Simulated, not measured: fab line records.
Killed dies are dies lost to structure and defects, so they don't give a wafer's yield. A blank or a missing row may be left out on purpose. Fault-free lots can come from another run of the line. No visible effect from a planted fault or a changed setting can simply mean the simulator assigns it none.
Which of the tools did it? ; flow sky130 ; 30 wafers from 10 lots sampled at 5 of the route's 708 steps

WHAT THE GAUGES READ, wafer by wafer
SKY_LOCAL_INTERCONNECT_RS_MEAS_01: measures by four-point-probe. Usual: LOCAL_INTERCONNECT_TIN_RS typically reads 14.08 ohm/sq, with standard deviation 0.17.
lot;measured;on;LOCAL_INTERCONNECT_TIN_RS (ohm/sq);flag
L621;day 30 15:08;film metro-03;14.11 14.03 13.96;
L623;day 31 14:59;film metro-01;14.08 14.42 14.40;
L626;day 32 03:22;film metro-01;13.96 14.19 14.13;
L631;day 34 05:32;film metro-03;14.12 14.31 13.82;
L632;day 34 09:48;film metro-01;13.99 14.27 14.29;
L633;day 34 15:05;film metro-04;14.04 14.06 14.04;
L634;day 34 15:23;film metro-03;14.19 14.17 14.23;
L635;day 35 07:59;film metro-04;14.01 14.12 13.97;
L641;day 37 04:35;film metro-03;14.26 13.80 16.42;OFF
L643;day 37 15:51;film metro-03;16.48 14.24 14.08;OFF

SKY_LOCAL_INTERCONNECT_THK_MEAS_02: measures by xrf. Usual: LOCAL_INTERCONNECT_TIN_THK typically reads 100.9 nm, with standard deviation 1.3.
lot;measured;on;LOCAL_INTERCONNECT_TIN_THK (nm);flag
L621;day 30 15:14;film metro-03;100.1 101.1 101.3;
L623;day 31 15:06;film metro-01;100.8 99.1 99.0;
L626;day 32 03:29;film metro-01;101.9 100.7 100.5;
L631;day 34 05:39;film metro-03;99.9 98.7 101.8;
L632;day 34 09:55;film metro-01;101.8 99.9 99.3;
L633;day 34 15:11;film metro-04;100.5 100.3 100.5;
L634;day 34 15:29;film metro-03;99.9 99.6 99.4;
L635;day 35 08:06;film metro-04;101.0 101.0 101.7;
L641;day 37 04:42;film metro-03;99.6 103.0 87.5;OFF
L643;day 37 15:58;film metro-03;86.8 99.4 100.6;OFF

SKY_LOCAL_INTERCONNECT_OVL_MEAS_12. Usual: LOCAL_INTERCONNECT_OVL typically reads 0 nm, with standard deviation 6.3.
lot;measured;on;LOCAL_INTERCONNECT_OVL (nm);flag
L621;day 31 19:56;overlay-02;-4 -2 -1;
L623;day 32 19:50;overlay-01;0 -1 -2;
L626;day 33 06:50;overlay-02;6 5 7;
L631;day 35 08:53;overlay-02;3 0 0;
L632;day 35 12:47;overlay-02;-8 -6 -13;
L633;day 35 18:05;overlay-01;5 3 2;
L634;day 35 18:28;overlay-02;7 6 4;
L635;day 36 10:55;overlay-01;-4 0 -6;
L641;day 38 06:46;overlay-02;9 8 4;
L643;day 38 17:40;overlay-01;3 -2 -7;

TOOL THAT RAN EACH LOT (tool first, then ch and the chambers of the sampled wafers, then the start)
lot;SKY_LDD_LDN_STRIP_12;SKY_LOCAL_INTERCONNECT_SPUTTER_00
L621;plasma asher-03 ch 0,1, day 24 05:31;pvd sputter-01, day 30 15:02
L623;plasma asher-02 ch 0,1, day 25 06:03;pvd sputter-01, day 31 14:55
L626;plasma asher-04 ch 1, day 25 21:41;pvd sputter-02, day 32 03:17
L631;plasma asher-03 ch 0,1, day 28 01:32;pvd sputter-01, day 34 05:28
L632;plasma asher-03 ch 0, day 28 05:05;pvd sputter-01, day 34 09:44
L633;plasma asher-04 ch 0,1, day 28 12:29;pvd sputter-04, day 34 15:00
L634;plasma asher-03 ch 0,1, day 28 13:05;pvd sputter-02, day 34 15:18
L635;plasma asher-02 ch 0,1, day 29 06:03;pvd sputter-02, day 35 07:55
L641;plasma asher-04 ch 0,1, day 31 03:32;pvd sputter-01, day 37 04:31
L643;plasma asher-02 ch 0,1, day 31 16:45;pvd sputter-01, day 37 15:46
- SKY_LDD_LDN_STRIP_12: strips in O2/N2.
- SKY_LOCAL_INTERCONNECT_SPUTTER_00: material TiN, target thk 100 nm, time 83.3 s.

WHAT THE TOOLS THEMSELVES READ (means of the sampled wafers that have a number; where no wafer has one, the mark that the record gives instead)
SKY_LDD_LDN_STRIP_12. Usual: drypump motor current A 5.76 A, standard deviation 0.27; oes product au 0.716 a.u., standard deviation 0.0046; strip time to endpoint s 14.17 s, standard deviation 0.036.
lot;tool;drypump motor current A (A);oes product au (a.u.);strip time to endpoint s (s);flag
L621;plasma asher-03;5.61;0.712;14.14;
L623;plasma asher-02;5.88;0.716;14.23;
L626;plasma asher-04;5.78;0.718;14.14;
L631;plasma asher-03;5.41;0.717;14.17;
L632;plasma asher-03;5.81;0.716;14.22;
L633;plasma asher-04;5.94;0.720;14.14;
L634;plasma asher-03;5.40;0.715;14.19;
L635;plasma asher-02;5.82;0.713;14.20;
L641;plasma asher-04;5.86;0.717;14.18;
L643;plasma asher-02;5.89;0.715;14.13;

SKY_LOCAL_INTERCONNECT_SPUTTER_00. Usual: chamber pressure pa 0.4000 Pa, standard deviation 0.00075; susceptor temp C 300.01 C, standard deviation 0.19; throttle valve pct 29.7 %, standard deviation 0.94.
lot;tool;chamber pressure pa (Pa);susceptor temp C (C);throttle valve pct (%);flag
L621;pvd sputter-01;0.3996;299.97;28.8;
L623;pvd sputter-01;0.3996;300.09;29.5;
L626;pvd sputter-02;0.4004;299.92;30.2;
L631;pvd sputter-01;0.3994;300.09;29.6;
L632;pvd sputter-01;0.3995;299.98;28.6;
L633;pvd sputter-04;0.4002;299.89;30.0;
L634;pvd sputter-02;0.3999;299.94;30.4;
L635;pvd sputter-02;0.4001;300.03;30.5;
L641;pvd sputter-01;0.3995;299.73;29.6;
L643;pvd sputter-01;0.4000;299.99;29.7;

THE ANSWER, worked out from the rows above alone
Rule: lot off if the mean of its wafers having a number is beyond 3 standard deviations from the usual mean. A lot without any number at a reading at which 4 lots or more have one is off too. Any other lot the step has rows for is counted as sound. The gauges are gone through in route order, then the tools' own readings, and for those a lot's mean is taken as printed above. At the first step where some lot is off, the reading lying furthest off is the one used; lots without a number count as furthest.
Off: L641, L643, seen at SKY_LOCAL_INTERCONNECT_RS_MEAS_01 (LOCAL_INTERCONNECT_TIN_RS).
A tool fits if, at a process step before that reading, it ran every lot that is off, and no sound lot after the first of them. The gauges at SKY_LOCAL_INTERCONNECT_RS_MEAS_01 are tried like those tools. Undecided on this evidence; 2 tools fit (pvd sputter-01 at SKY_LOCAL_INTERCONNECT_SPUTTER_00, film metro-03 at SKY_LOCAL_INTERCONNECT_RS_MEAS_01).

WHAT WAS PUT IN BY THE SIMULATOR
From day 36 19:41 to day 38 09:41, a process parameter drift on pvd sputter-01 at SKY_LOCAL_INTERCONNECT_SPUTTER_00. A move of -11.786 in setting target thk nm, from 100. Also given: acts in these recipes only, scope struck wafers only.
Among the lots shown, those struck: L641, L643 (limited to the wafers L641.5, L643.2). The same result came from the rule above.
